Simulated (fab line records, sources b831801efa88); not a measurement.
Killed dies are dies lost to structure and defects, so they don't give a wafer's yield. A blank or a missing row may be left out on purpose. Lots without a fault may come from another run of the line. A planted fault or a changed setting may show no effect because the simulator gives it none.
fab line records | flow sfq_line
record lots=5 wafers=23
route steps=325 shown L0@3 M0@35 I0@44 M1@66 M2@92 I2@104 M3@122
start_h: hours from the record's first day to the start of the lot's first wafer shown | wait_h: hours since the lot's step before | " the same as in the row above | L1.1+2: a row that stands for several wafers | - no value, or no start given | * or withheld: withheld | < > ~ a bound
route shown NAME@n: a module of which the file shows steps, and the number in the route of the first | usual: mean/standard deviation of fault-free wafers | same: alike in all rows | chamber/n: place in a boat | sites: the reading at each site | _std_site: their standard deviation | _edge_site: outer sites' mean less inner sites' | radius_mm: how far each site lies from the wafer's centre | mask NAME#n: copy n | behind: the tool/chamber that last shaped the wafer | hold: why the lot was held/for how many hours/how that ended | device: the transistor (n, p or np) that didn't switch | end of line: the same wafers' tests at the end of the route | a step without rows: its recipe alone | killed: dies lost to structure and defects at the first sort, not the wafer's yield | map: a wafer's dies, x killed, . not, _ none there
set.NAME: the setting as run; set.NAME@STEP: as run at that earlier step | model.NAME: the simulator's own value behind a step, which no gauge read
lots whose settings were changed on purpose; a table a step, a row a wafer
## steps
# step SFQ_TRILAYER_L0_DEP_SPUTTER_003
# recipe material=MoNx_KI base_pressure_pa=1.33e-06 target_thk_nm=40 power_w=800 time_s=100 chamber_pressure_pa=0.4
# columns lot.wafer tool chamber start_h wait_h set.power_w model.MoNx_KI_of_TRILAYER_L0_DEP_SPUTTER_003.thk_nm
L074.1 pvd_sputter-06 - 12.49 0.0 800 40.13
L074.2 " - " " 745.9 37.29
L074.3 " - " " 745.9 37.58
L074.4 " - " " 745.9 37.41
L074.5 " - " " 800 40.74
L075.1 pvd_sputter-04 - 17.49 0.0 891.1 45
L075.3 " - " " 800 40.02
L075.4 " - " " 800 39.94
L075.5 " - " " 891.1 44.39
L075.6 " - " " 891.1 44.94
L079.1 pvd_sputter-04 - 37.49 0.0 800 40.16
L079.2 " - " " 800 39.71
L079.5 " - " " 800 40.08
L082.1+4 pvd_sputter-06 - 52.49 0.0 800 40.26
L082.2 " - " " 707.8 35.92
L082.5 " - " " 800 40.37
L082.6 " - " " 707.8 35.79
L085.1 pvd_sputter-04 - 67.49 0.0 800 40.01
L085.2 " - " " 738.4 37.38
L085.4 " - " " 800 39.86
L085.5 " - " " 800 40.39
L085.6 " - " " 738.4 37
# step SFQ_L0_RS_MEAS_901
# recipe thk_meas_gauge=four-point-probe reads=MoNx_KI_of_TRILAYER_L0_DEP_SPUTTER_003
# usual L0_MONX_KI_RS=43.2/0.32
# columns lot.wafer tool chamber start_h wait_h set.power_w@TRILAYER_L0_DEP_SPUTTER_003 L0_MONX_KI_RS[ohm/sq]
L074.1 film_metro-03 - 12.56 0.0 800 43.3
L074.2 " - " " 745.9 46.5
L074.3 " - " " 745.9 46.2
L074.4 " - " " 745.9 46.6
L074.5 " - " " 800 42.6
L075.1 film_metro-01 - 17.56 0.0 891.1 38.6
L075.3 " - " " 800 43.3
L075.4 " - " " 800 43.6
L075.5 " - " " 891.1 39.1
L075.6 " - " " 891.1 38.7
L079.1 film_metro-04 - 37.56 0.0 800 43.2
L079.2 " - " " 800 43.8
L079.5 " - " " 800 43.3
L082.1 film_metro-04 - 52.56 0.0 800 43.2
L082.2 " - " " 707.8 48.4
L082.4 " - " " 800 43.1
L082.5 " - " " 800 43.0
L082.6 " - " " 707.8 48.5
L085.1 film_metro-03 - 67.67 0.1 800 43.4
L085.2 " - " " 738.4 46.6
L085.4 " - " " 800 43.6
L085.5 " - " " 800 43.0
L085.6 " - " " 738.4 47.0
# step SFQ_L0_THK_MEAS_902
# recipe thk_meas_gauge=xrf reads=MoNx_KI_of_TRILAYER_L0_DEP_SPUTTER_003
# usual L0_MONX_KI_THK=39.8/0.36
# columns lot.wafer tool chamber start_h wait_h set.power_w@TRILAYER_L0_DEP_SPUTTER_003 L0_MONX_KI_THK[nm]
L074.1 film_metro-03 - 12.68 0.1 800 39.7
L074.2 " - " " 745.9 36.8
L074.3 " - " " 745.9 37.2
L074.4 " - " " 745.9 36.8
L074.5 " - " " 800 40.2
L075.1 film_metro-01 - 17.68 0.1 891.1 44.8
L075.3 " - " " 800 39.9
L075.4 " - " " 800 39.6
L075.5 " - " " 891.1 43.9
L075.6 " - " " 891.1 44.5
L079.1 film_metro-04 - 37.68 0.1 800 39.8
L079.2 " - " " 800 39.4
L079.5 " - " " 800 39.8
L082.1 film_metro-04 - 52.68 0.1 800 40.0
L082.2 " - " " 707.8 35.5
L082.4 " - " " 800 39.9
L082.5 " - " " 800 40.2
L082.6 " - " " 707.8 35.7
L085.1 film_metro-03 - 67.79 0.1 800 39.5
L085.2 " - " " 738.4 36.8
L085.4 " - " " 800 39.3
L085.5 " - " " 800 39.8
L085.6 " - " " 738.4 36.5
# step SFQ_TRILAYER_L0_LITHO_COAT_005
# recipe resist=KrF spin_rpm=3000 resist_thk_nm=600
# columns lot.wafer tool chamber start_h wait_h set.spin_rpm model.KrF_of_TRILAYER_L0_LITHO_COAT_005.thk_nm
L074.1 litho_track-02 0 13.04 0.2 3000 600.7
L074.2+3+4 " 0 " " 3000 -
L074.5 " 0 " " 3000 599.4
L075.1+6 litho_track-02 0 18.04 0.2 3205 -
L075.3 " 0 " " 3000 597
L075.4 " 0 " " 3000 599
L075.5 " 0 " " 3000 -
L079.1 litho_track-02 0 38.04 0.2 3000 597.1
L079.2 " 0 " " 3000 599.4
L079.5 " 0 " " 3000 598.4
L082.1 litho_track-02 0 53.04 0.2 3000 598
L082.2 " 0 " " 3067 -
L082.4 " 0 " " 3067 592.4
L082.5 " 0 " " 3000 598.2
L082.6 " 0 " " 3000 -
L085.1 litho_track-04 0 68.15 0.2 3152 583.6
L085.2+6 " 0 " " 3000 -
L085.4 " 0 " " 3000 598
L085.5 " 0 " " 3152 585.2
# step SFQ_TRILAYER_L0_LITHO_SOFTBAKE_009
# recipe temp_c=withheld time_s=withheld resist=KrF
# step SFQ_TRILAYER_L0_LITHO_EXPOSE_006
# recipe mask_id=L0 na=0.6 source_shape=conventional sigma_outer=0.65 target_cd_nm=2000 dose_mj=14.4
# step SFQ_TRILAYER_L0_LITHO_PEB_008
# recipe peb_temp_c=115 peb_time_s=59.02 resist=KrF
# step SFQ_TRILAYER_L0_LITHO_DEVELOP_007
# recipe time_s=60 resist=KrF
# step SFQ_TRILAYER_L0_BARC_OPEN_METAL_ETCH_010
# recipe mask_material=PR chemistry=O2 target_depth_nm=125 target=BARC icp_w=600 bias_w=80 pressure_mtorr=10 time_s=41.7
# columns lot.wafer tool chamber start_h wait_h set.spin_rpm@TRILAYER_L0_LITHO_COAT_005 model.KrF_of_TRILAYER_L0_LITHO_COAT_005.thk_nm
L074.1 rie_metal-01 0 72.96 0.1 3000 522.8
L074.2+3+4 " 1,1,0 " " 3000 -
L074.5 " 0 " " 3000 521.8
L075.1+6 rie_metal-01 0,1 83.29 0.1 3205 -
L075.3 " 1 " " 3000 521.7
L075.4 " 0 " " 3000 522.4
L075.5 " 0 " " 3000 -
L079.1 rie_metal-04 0 115.76 0.1 3000 520.7
L079.2 " 1 " " 3000 523
L079.5 " 0 " " 3000 521.9
L082.1 rie_metal-03 1 127.76 0.1 3000 520.9
L082.2 " 0 " " 3067 -
L082.4 " 0 " " 3067 515.9
L082.5 " 0 " " 3000 522.4
L082.6 " 1 " " 3000 -
L085.1 rie_metal-04 1 142.16 0.1 3152 506.4
L085.2+6 " 0 " " 3000 -
L085.4 " 1 " " 3000 521.3
L085.5 " 1 " " 3152 507.8
# step SFQ_TRILAYER_L0_ETCH_METAL_ETCH_008
# recipe target=MoNx_KI stop_on=SiO2 mask_material=PR chemistry=SF6/O2 target_depth_nm=50 icp_w=600 bias_w=80 pressure_mtorr=10 time_s=25
# usual oes_product_au=0.876/0.0057
# columns lot.wafer tool chamber start_h wait_h set.power_w@TRILAYER_L0_DEP_SPUTTER_003 oes_product_au
L074.1 rie_metal-01 0 73.02 0.0 800 0.879
L074.2 " 1 " " 745.9 0.835
L074.3 " 1 " " 745.9 0.848
L074.4 " 0 " " 745.9 0.838
L074.5 " 0 " " 800 0.889
L075.1 rie_metal-01 0 83.37 0.1 891.1 0.941
L075.3 " 1 " " 800 0.868
L075.4 " 0 " " 800 0.877
L075.5 " 0 " " 891.1 0.929
L075.6 " 1 " " 891.1 0.937
L079.1 rie_metal-04 0 115.82 0.0 800 0.866
L079.2 " 1 " " 800 0.866
L079.5 " 0 " " 800 0.877
L082.1 rie_metal-03 1 127.82 0.0 800 0.872
L082.2 " 0 " " 707.8 0.826
L082.4 " 0 " " 800 0.878
L082.5 " 0 " " 800 0.881
L082.6 " 1 " " 707.8 0.834
L085.1 rie_metal-04 1 142.22 0.0 800 0.876
L085.2 " 0 " " 738.4 0.836
L085.4 " 1 " " 800 0.878
L085.5 " 1 " " 800 0.871
L085.6 " 0 " " 738.4 0.835
# step SFQ_TRILAYER_M0_LITHO_EXPOSE_022
# recipe mask_id=M0 na=0.6 source_shape=conventional sigma_outer=0.65 target_cd_nm=500 dose_mj=14.4
# columns lot.wafer tool chamber start_h wait_h mask set.dose_mj
L074.1+2 krf_scanner-01 0 241.09 - M0#0 14.4
L074.3+4+5 " 0 " " M0#0 14.07
L075.1+4+5 krf_scanner-02 0 252.76 - M0#0 13.64
L075.3+6 " 0 " " M0#0 14.4
L079.1+2+5 krf_scanner-02 0 292.36 - M0#0 14.4
L082.1+5 krf_scanner-01 0 327.61 - M0#0 14.4
L082.2+4+6 " 0 " " M0#0 13.96
L085.1+2+4+5+6 krf_scanner-02 0 346.18 - M0#0 14.4
# step SFQ_TRILAYER_M0_LITHO_PEB_024
# recipe peb_temp_c=113.8 peb_time_s=60 resist=KrF
# step SFQ_TRILAYER_M0_LITHO_DEVELOP_023
# recipe time_s=60 resist=KrF
# step SFQ_TRILAYER_M0_BARC_OPEN_METAL_ETCH_031
# recipe mask_material=PR chemistry=O2 target_depth_nm=125 target=BARC icp_w=600 bias_w=80 pressure_mtorr=10 time_s=41.7
# columns lot.wafer tool chamber start_h wait_h set.dose_mj@TRILAYER_M0_LITHO_EXPOSE_022 model.M0.cd_nm
L074.1 rie_metal-01 0 242.62 0.0 14.4 524.4
L074.2 " 1 " " 14.4 522.9
L074.3 " 1 " " 14.07 524.8
L074.4 " 0 " " 14.07 527.5
L074.5 " 0 " " 14.07 528.7
L075.1 rie_metal-03 1 254.30 0.0 13.64 530.8
L075.3 " 1 " " 14.4 522.8
L075.4 " 0 " " 13.64 532.7
L075.5 " 1 " " 13.64 531.2
L075.6 " 0 " " 14.4 525.6
L079.1 rie_metal-01 1 293.90 0.0 14.4 523.6
L079.2 " 0 " " 14.4 524
L079.5 " 0 " " 14.4 523.9
L082.1 rie_metal-01 0 329.14 0.0 14.4 524.8
L082.2 " 1 " " 13.96 526.4
L082.4 " 0 " " 13.96 528.7
L082.5 " 0 " " 14.4 524
L082.6 " 1 " " 13.96 526.5
L085.1 rie_metal-02 1 347.71 0.0 14.4 525.1
L085.2 " 1 " " 14.4 525.3
L085.4 " 1 " " 14.4 525.2
L085.5 " 1 " " 14.4 524.7
L085.6 " 1 " " 14.4 524.8
# step SFQ_TRILAYER_I0_CMP_CMP_028
# recipe material=SiO2 down_force_psi=3 platen_rpm=60 pad_velocity_m_s=0.94248
# columns lot.wafer tool chamber start_h wait_h set.leave_above_ref_nm model.SiO2_of_TRILAYER_I0_DEP_PECVD_027.thk_nm
L074.2 cmp-02 1 243.66 0.0 200 201
L074.3 " 2 " " 200 198.7
L074.4 " 3 " " 200 198.6
L074.1 " 0 " " 200 199.4
L074.5 " 1 " " 200 200.5
L075.3 cmp-02 3 255.84 0.5 200 199.9
L075.1 " 0 " " 213.4 213.2
L075.4 " 1 " " 200 199.7
L075.5 " 2 " " 213.4 213.9
L075.6 " 3 " " 200 199.1
L079.1 cmp-01 0 295.55 0.7 200 200.7
L079.2 " 3 297.05 2.2 200 199.7
L079.5 " 0 " " 200 200.6
L082.2+5 cmp-02 3,0 330.18 0.0 200 199.7
L082.4 " 1 331.18 1.0 200 199.5
L082.1 " 2 " " 200 199.1
L082.6 " 3 " " 200 200.2
L085.4 cmp-01 3 352.28 2.7 200 200.6
L085.1 " 0 " " 210.2 212
L085.2 " 1 " " 210.2 209.3
L085.5+6 " 2,3 " " 200 200.4
# step SFQ_TRILAYER_I0_METRO_MEASURE_029
# usual thk_nm=199.9/0.79
# columns lot.wafer tool chamber start_h wait_h set.leave_above_ref_nm@TRILAYER_I0_CMP_CMP_028 thk_nm
L074.1 film_metro-01 - 246.78 0.1 200 199.4
L074.2 " - " " 200 201.0
L074.3 " - " " 200 198.7
L074.4 " - " " 200 198.6
L074.5 " - " " 200 200.8
L075.1 film_metro-04 - 258.46 0.1 213.4 213.1
L075.3 " - " " 200 199.9
L075.4 " - " " 200 199.8
L075.5 " - " " 213.4 214.1
L075.6 " - " " 200 199.2
L079.1 film_metro-02 - 298.67 0.1 200 200.6
L079.2 " - " " 200 199.7
L079.5 " - " " 200 200.8
L082.1 film_metro-01 - 333.30 0.1 200 199.0
L082.2 " - " " 200 199.7
L082.4 " - " " 200 199.5
L082.5 " - " " 200 199.6
L082.6 " - " " 200 200.2
L085.1 film_metro-04 - 354.90 0.1 210.2 211.7
L085.2 " - " " 210.2 209.3
L085.4 " - " " 200 200.7
L085.5 " - " " 200 200.4
L085.6 " - " " 200 200.5
# step SFQ_TRILAYER_I0_VIA_LITHO_PEB_034
# recipe peb_temp_c=115 peb_time_s=60 resist=KrF
# columns lot.wafer tool chamber start_h wait_h set.peb_temp_c
L074.1+2+3+4+5 litho_track-01 0 358.18 1.0 115
L075.1+3+4+5+6 litho_track-01 0 372.58 1.0 115
L079.1+2+5 litho_track-04 0 420.15 1.0 115
L082.1+2+4+5+6 litho_track-02 0 464.00 1.0 115
L085.1+4 litho_track-04 0 492.38 1.0 117.6
L085.2+5+6 " 0 " " 115
# step SFQ_TRILAYER_I0_VIA_LITHO_DEVELOP_033
# recipe time_s=60 resist=KrF
# step SFQ_TRILAYER_I0_VIA_BARC_OPEN_VIA_ETCH_046
# recipe mask_material=PR chemistry=O2 target_depth_nm=125 target=BARC source_w=500 bias_w=80 pressure_mtorr=30 time_s=43.03
# step SFQ_TRILAYER_I0_VIA_ETCH_VIA_ETCH_034
# recipe target=SiO2 stop_on=Nb mask_material=PR taper_deg=20 chemistry=CHF3 target_depth_nm=260 source_w=500 bias_w=80 pressure_mtorr=30 time_s=withheld
# columns lot.wafer tool chamber start_h wait_h set.leave_above_ref_nm@TRILAYER_I0_CMP_CMP_028 model.I0.feature_depth_nm
L074.1 rie_diel-04 3 358.55 0.0 200 199.4
L074.2 " 2 " " 200 201
L074.3 " 0 " " 200 198.7
L074.4 " 1 " " 200 198.6
L074.5 " 1 " " 200 200.5
L075.1 rie_diel-04 2 372.95 0.0 213.4 213.1
L075.3 " 0 " " 200 199.9
L075.4 " 1 " " 200 199.7
L075.5 " 0 " " 213.4 213.8
L075.6 " 2 " " 200 199.1
L079.1 rie_diel-04 1 420.52 0.0 200 200.7
L079.2 " 0 " " 200 199.6
L079.5 " 0 " " 200 200.6
L082.1 rie_diel-03 0 464.37 0.0 200 199.1
L082.2 " 1 " " 200 199.7
L082.4 " 2 " " 200 199.5
L082.5 " 3 " " 200 199.6
L082.6 " 0 " " 200 200.2
L085.1 rie_diel-03 2 492.75 0.0 210.2 212
L085.2 " 0 " " 210.2 209.3
L085.4 " 1 " " 200 200.6
L085.5+6 " 0,3 " " 200 200.4
# step SFQ_TRILAYER_M1_LITHO_PEB_042
# recipe peb_temp_c=115 peb_time_s=60 resist=KrF
# columns lot.wafer tool chamber start_h wait_h set.peb_temp_c
L074.1+2+4 litho_track-02 0 498.50 1.0 115
L074.3+5 " 0 " " 118.7
L075.1+5+6 litho_track-04 0 515.30 1.0 115
L075.3+4 " 0 " " 111.4
L079.1+2+5 litho_track-02 0 563.55 1.0 115
L082.1+5+6 litho_track-04 0 605.13 1.0 112.4
L082.2+4 " 0 " " 115
L085.1+5 litho_track-04 0 635.26 1.0 115
L085.2+4+6 " 0 " " 113.5
# step SFQ_TRILAYER_M1_BARC_OPEN_METAL_ETCH_054
# recipe mask_material=PR chemistry=O2 target_depth_nm=125 target=BARC icp_w=600 bias_w=80 pressure_mtorr=10 time_s=41.7
# columns lot.wafer tool chamber start_h wait_h set.icp_w set.peb_temp_c@TRILAYER_M1_LITHO_PEB_042 model.M1.cd_nm
L074.1 rie_metal-03 0 498.84 0.0 658.8 115 500.7
L074.2 " 0 " " 600 115 501.1
L074.3 " 0 " " 600 118.7 442.7
L074.4 " 0 " " 658.8 115 499.9
L074.5 " 0 " " 600 118.7 440.3
L075.1 rie_metal-01 0 515.64 0.0 667.2 115 501
L075.3 " 0 " " 600 111.4 576.8
L075.4 " 0 " " 667.2 111.4 577
L075.5 " 0 " " 600 115 501.1
L075.6 " 0 " " 667.2 115 501.6
L079.1 rie_metal-04 1 563.89 0.0 600 115 501.6
L079.2 " 0 " " 600 115 500.6
L079.5 " 0 " " 600 115 500.7
L082.1 rie_metal-01 0 605.47 0.0 600 112.4 551.2
L082.2 " 1 " " 600 115 501.9
L082.4 " 1 " " 635.9 115 501
L082.5 " 1 " " 600 112.4 553
L082.6 " 0 " " 635.9 112.4 551.7
L085.1 rie_metal-03 0 635.60 0.0 600 115 502
L085.2 " 1 " " 580.7 113.5 526.3
L085.4 " 0 " " 600 113.5 530.6
L085.5 " 0 " " 600 115 501
L085.6 " 1 " " 580.7 113.5 529.1
# step SFQ_TRILAYER_M1_ETCH_METAL_ETCH_042
# recipe target=Nb stop_on=SiO2 mask_material=PR chemistry=Cl2/Ar target_depth_nm=240 icp_w=600 bias_w=80 pressure_mtorr=10 time_s=120
# columns lot.wafer tool chamber start_h wait_h set.peb_temp_c@TRILAYER_M1_LITHO_PEB_042 model.M1.cd_nm
L074.1 rie_metal-03 0 498.96 0.1 115 503.3
L074.2 " 0 " " 115 502.6
L074.3 " 0 " " 118.7 444
L074.4 " 0 " " 115 502
L074.5 " 0 " " 118.7 441.4
L075.1 rie_metal-01 0 515.76 0.1 115 501.7
L075.3 " 0 " " 111.4 577.1
L075.4 " 0 " " 111.4 576.5
L075.5 " 0 " " 115 501.2
L075.6 " 0 " " 115 500.5
L079.1 rie_metal-04 1 563.95 0.0 115 500.9
L079.2 " 0 " " 115 502.2
L079.5 " 0 " " 115 501.7
L082.1 rie_metal-01 1 605.53 0.0 112.4 550
L082.2 " 0 " " 115 501.2
L082.4 " 1 " " 115 500.2
L082.5 " 1 " " 112.4 552.8
L082.6 " 1 " " 112.4 551.5
L085.1 rie_metal-03 0 635.66 0.0 115 502.7
L085.2 " 1 " " 113.5 525.4
L085.4 " 0 " " 113.5 530.4
L085.5 " 0 " " 115 500.9
L085.6 " 1 " " 113.5 529.3
# step SFQ_TRILAYER_M2_LITHO_COAT_062
# recipe resist=BARC spin_rpm=3000 resist_thk_nm=62
# columns lot.wafer tool chamber start_h wait_h set.spin_rpm model.BARC_of_TRILAYER_M2_LITHO_COAT_062.thk_nm
L074.1 litho_track-01 0 647.63 0.1 3000 62.08
L074.2 " 0 " " 3000 62.01
L074.3 " 0 " " 3000 62.11
L074.4 " 0 " " 3000 62.15
L074.5 " 0 " " 3000 61.93
L075.1 litho_track-01 0 665.63 0.1 2928 62.85
L075.3 " 0 " " 2928 62.79
L075.4 " 0 " " 3000 61.92
L075.5 " 0 " " 3000 62.05
L075.6 " 0 " " 3000 62.24
L079.1 litho_track-01 0 716.47 0.1 3000 61.97
L079.2 " 0 " " 3000 61.74
L079.5 " 0 " " 3000 62.1
L082.1+6 litho_track-02 0 761.99 0.1 3224 59.65
L082.2 " 0 " " 3000 61.87
L082.4 " 0 " " 3000 61.77
L082.5 " 0 " " 3000 61.86
L085.1 litho_track-03 0 787.75 0.1 3000 62.11
L085.2 " 0 " " 3000 62.05
L085.4 " 0 " " 3000 62.01
L085.5 " 0 " " 3000 61.84
L085.6 " 0 " " 3000 61.88
# step SFQ_TRILAYER_I2_CMP_CMP_064
# recipe material=SiO2 down_force_psi=3 platen_rpm=60 pad_velocity_m_s=0.94248
# usual time_to_endpoint_s=216/7.9
# columns lot.wafer tool chamber start_h wait_h set.down_force_psi time_to_endpoint_s
L074.4 cmp-02 0 651.01 0.1 3 206
L074.2 " 1 " " 3 211
L074.3 " 2 " " 3.275 189
L074.1 " 3 " " 3.275 183
L074.5 " 1 653.51 2.6 3.275 198
L075.4 cmp-02 2 668.95 0.0 2.649 247
L075.1 " 3 " " 2.649 237
L075.3 " 1 670.45 1.5 2.649 245
L075.5 " 2 " " 3 223
L075.6 " 3 " " 3 212
L079.2 cmp-01 2 854.89 0.0 3 223
L079.1 " 0 855.89 1.0 3 230
L079.5 " 3 857.39 2.5 3 224
L082.2 cmp-02 2 892.82 4.2 3 222
L082.1 " 3 " " 3 214
L082.4 " 0 " " 3 227
L082.6 " 1 " " 3 230
L082.5 " 2 " " 3 224
L085.4 cmp-02 1 938.80 11.7 3.393 195
L085.2 " 2 " " 3.393 185
L085.1 " 0 940.30 13.2 3 214
L085.6 " 1 " " 3 225
L085.5 " 2 " " 3.393 191
# step SFQ_TRILAYER_M3_LITHO_COAT_080
# recipe resist=BARC spin_rpm=3000 resist_thk_nm=62
# columns lot.wafer tool chamber start_h wait_h set.resist_thk_nm model.BARC_of_TRILAYER_M3_LITHO_COAT_080.thk_nm
L074.1 litho_track-03 0 767.01 0.1 60.02 60.34
L074.2 " 0 " " 60.02 60.3
L074.3 " 0 " " 62 62.36
L074.4 " 0 " " 62 62.17
L074.5 " 0 " " 60.02 60.31
L075.1 litho_track-04 0 768.21 0.1 62 61.81
L075.3 " 0 " " 60.52 60.41
L075.4 " 0 " " 60.52 60.25
L075.5 " 0 " " 62 61.58
L075.6 " 0 " " 60.52 60.29
L079.1 litho_track-03 0 862.85 0.1 62 62.21
L079.2 " 0 " " 62 62.11
L079.5 " 0 " " 62 62.18
L082.1 litho_track-04 0 904.25 0.1 62 61.92
L082.2 " 0 " " 62 61.82
L082.4 " 0 " " 62 61.87
L082.5 " 0 " " 62 61.95
L082.6 " 0 " " 62 62.07
L085.1 litho_track-03 0 1065.10 0.1 62 61.95
L085.2 " 0 " " 62 62.12
L085.4 " 0 " " 62 62
L085.5 " 0 " " 60.3 60.29
L085.6 " 0 " " 60.3 60.42
## key
split step=SFQ_TRILAYER_L0_DEP_SPUTTER_003 setting=power_w stated=800 by=wafer
response step=SFQ_TRILAYER_L0_DEP_SPUTTER_003 reading=model.MoNx_KI_of_TRILAYER_L0_DEP_SPUTTER_003.thk_nm change=+0.404 per=1% r=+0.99
response step=SFQ_L0_RS_MEAS_901 reading=L0_MONX_KI_RS change=-0.448 per=1% r=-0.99
response step=SFQ_L0_THK_MEAS_902 reading=L0_MONX_KI_THK change=+0.401 per=1% r=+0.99
response step=SFQ_TRILAYER_L0_ETCH_METAL_ETCH_008 reading=oes_product_au change=+0.00503 per=1% r=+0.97
split step=SFQ_TRILAYER_L0_LITHO_COAT_005 setting=spin_rpm stated=3000 by=wafer
response step=SFQ_TRILAYER_L0_LITHO_COAT_005 reading=model.KrF_of_TRILAYER_L0_LITHO_COAT_005.thk_nm change=-2.66 per=1% r=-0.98
response step=SFQ_TRILAYER_L0_BARC_OPEN_METAL_ETCH_010 reading=model.KrF_of_TRILAYER_L0_LITHO_COAT_005.thk_nm change=-2.76 per=1% r=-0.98
split step=SFQ_TRILAYER_M0_LITHO_EXPOSE_022 setting=dose_mj stated=14.4 by=wafer
response step=SFQ_TRILAYER_M0_BARC_OPEN_METAL_ETCH_031 reading=model.M0.cd_nm change=-1.29 per=1% r=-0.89
split step=SFQ_TRILAYER_I0_CMP_CMP_028 setting=leave_above_ref_nm stated=200 by=wafer
response step=SFQ_TRILAYER_I0_CMP_CMP_028 reading=model.SiO2_of_TRILAYER_I0_DEP_PECVD_027.thk_nm change=+2.05 per=1% r=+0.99
response step=SFQ_TRILAYER_I0_METRO_MEASURE_029 reading=thk_nm change=+2.03 per=1% r=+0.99
response step=SFQ_TRILAYER_I0_VIA_ETCH_VIA_ETCH_034 reading=model.I0.feature_depth_nm change=+2.05 per=1% r=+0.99
split step=SFQ_TRILAYER_I0_VIA_LITHO_PEB_034 setting=peb_temp_c stated=115 by=wafer
response none clear
split step=SFQ_TRILAYER_M1_LITHO_PEB_042 setting=peb_temp_c stated=115 by=wafer
response step=SFQ_TRILAYER_M1_BARC_OPEN_METAL_ETCH_054 reading=model.M1.cd_nm change=-21.4 per=1% r=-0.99
response step=SFQ_TRILAYER_M1_ETCH_METAL_ETCH_042 reading=model.M1.cd_nm change=-21.5 per=1% r=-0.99
split step=SFQ_TRILAYER_M1_BARC_OPEN_METAL_ETCH_054 setting=icp_w stated=600 by=wafer
response none clear
split step=SFQ_TRILAYER_M2_LITHO_COAT_062 setting=spin_rpm stated=3000 by=wafer
response step=SFQ_TRILAYER_M2_LITHO_COAT_062 reading=model.BARC_of_TRILAYER_M2_LITHO_COAT_062.thk_nm change=-0.294 per=1% r=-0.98
split step=SFQ_TRILAYER_I2_CMP_CMP_064 setting=down_force_psi stated=3 by=wafer
response step=SFQ_TRILAYER_I2_CMP_CMP_064 reading=time_to_endpoint_s change=* per=1% r=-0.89
split step=SFQ_TRILAYER_M3_LITHO_COAT_080 setting=resist_thk_nm stated=62 by=wafer
response step=SFQ_TRILAYER_M3_LITHO_COAT_080 reading=model.BARC_of_TRILAYER_M3_LITHO_COAT_080.thk_nm change=+0.601 per=1% r=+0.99
